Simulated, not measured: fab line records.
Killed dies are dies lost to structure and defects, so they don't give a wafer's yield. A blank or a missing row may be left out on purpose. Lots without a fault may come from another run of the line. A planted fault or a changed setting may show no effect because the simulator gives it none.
What tool caused it? -- flow gf180mcu -- 6 lots, 18 wafers sampled, at 2 steps of a route of 602

WHAT THE GAUGES READ, wafer by wafer
GF_V2_CD_MEAS_14: the cd target is 260 nm.
lot,measured,on,cd-nm (nm)
L696,day 20 04:30,cd-sem-02,259.0 260.0 259.5
L698,day 21 05:22,cd-sem-02,258.9 258.8 258.1
L700,day 21 23:35,cd-sem-01,258.9 259.0 258.9
L704,day 23 17:48,cd-sem-01,260.4 259.9 260.1
L707,day 24 20:15,cd-sem-01,260.1 259.6 259.7
L713,day 26 18:43,cd-sem-02,260.3 260.7 261.4

WHICH TOOL RAN EACH LOT (tool, then ch and the chambers of the sampled wafers, then the start)
lot,GF_V2_CMP_04
L696,"cmp-02 ch 2,3, day 19 04:01"
L698,"cmp-02 ch 0,1,3, day 20 05:42"
L700,"cmp-02 ch 0,1,2, day 21 00:04"
L704,"cmp-02 ch 0,3, day 22 18:32"
L707,"cmp-02 ch 0,2,3, day 23 21:47"
L713,"cmp-01 ch 1,2, day 25 22:33"
- GF_V2_CMP_04: polishes SiO2.

THE ANSWER, worked out from the rows above alone
Rule: what is usual is taken from the lots themselves. The widest of any qualifying gaps counts: lots, ordered by their means at a reading, are off when they make up no more than a third of the lots, leave a main group of 4 or more, and stand apart from it by 3 or more times the standard deviation of that group's means. A main group whose means are all the same, to the digits that the tables above print for the reading, isn't used. Also off: a lot with no number at a reading for which 4 or more lots have one. The other lots that the step has rows for count as sound.
No lot is off at any reading shown: from this, nothing can be told.

WHAT THE SIMULATOR HAD INSERTED
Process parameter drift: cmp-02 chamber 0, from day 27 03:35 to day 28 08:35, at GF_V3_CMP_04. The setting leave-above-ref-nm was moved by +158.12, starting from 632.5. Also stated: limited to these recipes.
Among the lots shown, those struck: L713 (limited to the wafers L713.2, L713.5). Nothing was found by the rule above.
